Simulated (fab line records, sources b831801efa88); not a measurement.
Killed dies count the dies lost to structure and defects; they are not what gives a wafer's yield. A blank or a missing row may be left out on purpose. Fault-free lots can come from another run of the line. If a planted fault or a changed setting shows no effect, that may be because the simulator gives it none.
Struck lot and sound lot, side by side ; flow sky130 ; 14 out of 708 route steps
Sound: the wafers L652.1, L652.4, L652.5. Struck: wafers L650.2, L650.4, L650.5. The cause comes at the end.
For every step that has rows: the tool of each side, followed by ch and its chambers, followed by its first start. Under that, the readings that differ: sound wafers ; struck wafers ; difference of the means ; sigmas: that difference in standard deviations of wafers without a fault.
alike: readings whose means differ by less than 2 such deviations, and words and numbers that are the same on both sides. not compared: withheld readings, readings that some wafer has no value for, bounds like >300 that may hide the same value, and numbers for which the record gives no deviation and whose values overlap.
The two part at a step that has a row with sigmas, a row that says differs or no value, or rows on one side only. Non-overlapping numbers with no deviation appear without sigmas and do not part them. A reading missing from all wafers of one side parts the sides only when that side holds two or more wafers.

first, 1 step without rows for these wafers: SKY_METAL1_DEVELOP_14 (develop time 60 s).
SKY_METAL1_CD_MEAS_15: target cd 140 nm.
  struck on cd-sem-01, day 39 05:44; sound on cd-sem-01, day 39 13:58
  alike: cd-nm
SKY_METAL1_OVL_MEAS_16:
  struck on overlay-01, day 39 05:50; sound on overlay-01, day 39 14:05
  alike: METAL1_OVL
SKY_METAL1_DESCUM_17: chemistry O2, time 8 s.
  sound on rie-metal-02 ch 1, day 39 14:07; struck on rie-metal-04 ch 0,1, day 39 05:52
  alike: drypump-motor-current-A, oes-product-au
  not compared: rf-hours-counter-h
SKY_METAL1_ETCH_18: etches BARC in N2/H2, stops on SiO2, time 45.9 s, target depth 60 nm.
  sound on rie-metal-02 ch 1, day 39 14:09; struck on rie-metal-04 ch 0,1, day 39 05:54
  alike: drypump-motor-current-A, oes-product-au, throttle-valve-pct
  not compared: rf-hours-counter-h
SKY_METAL1_METAL_ETCH_19: etches the open film in Cl2/BCl3, stops on SiO2, target depth 360 nm, time 78 s.
  sound on rie-metal-02 ch 1, day 39 14:13; struck on rie-metal-04 ch 0,1, day 39 05:58
  alike: bcl3-flow-sccm, drypump-motor-current-A, oes-product-au, throttle-valve-pct
  not compared: rf-hours-counter-h
SKY_METAL1_STRIP_20: strips in O2/N2.
  sound on plasma-asher-02 ch 0,1, day 39 14:18; struck on plasma-asher-02 ch 0,1, day 39 06:04
  alike: drypump-motor-current-A, oes-product-au, strip-time-to-endpoint-s
  not compared: rf-hours-counter-h
then, 4 steps without rows for these wafers: SKY_METAL1_STRIP_21 (strips in post etch residue remover, time 1200 s); SKY_METAL1_CLEAN_22 (cleans in IPA, time 180 s); SKY_METAL1_CLEAN_23 (cleans in O3/DIW); SKY_VIA1_HDPCVD_00 (deposits SiO2, target thk 1030 nm, time 171.7 s).
SKY_VIA1_THK_MEAS_01:
  struck on film-metro-02, day 39 06:48; sound on film-metro-04, day 39 15:04
  alike: VIA1_HDPCVD_THK
SKY_VIA1_CMP_02: polishes SiO2.
  sound on cmp-01 ch 0,2,3, day 39 15:07; struck on cmp-01 ch 0,1, day 39 06:51
  no value came back on the struck wafers for edge-zone-pressure-frac, head-pressure-psi (psi), motor-current-A (A); on the sound wafers edge-zone-pressure-frac reads 0.998 1.002 1.003
reading;sound;struck;difference;sigmas
model.SiO2_of_VIA1_HDPCVD_00.thk-nm (nm);344.8 344.2 344.9;1040 1034 1028;+689;
SKY_VIA1_BOW_MEAS_03:
  struck on film-metro-02, day 39 07:28; sound on film-metro-01, day 39 15:25
reading;sound;struck;difference;sigmas
VIA1_BOW (um);86 84 80;- - -;no value on the struck wafers;
  not compared: hold

WHERE THEY PART
First at SKY_VIA1_CMP_02; last, within this record, at SKY_VIA1_BOW_MEAS_03.

WHY: what the simulator had put in
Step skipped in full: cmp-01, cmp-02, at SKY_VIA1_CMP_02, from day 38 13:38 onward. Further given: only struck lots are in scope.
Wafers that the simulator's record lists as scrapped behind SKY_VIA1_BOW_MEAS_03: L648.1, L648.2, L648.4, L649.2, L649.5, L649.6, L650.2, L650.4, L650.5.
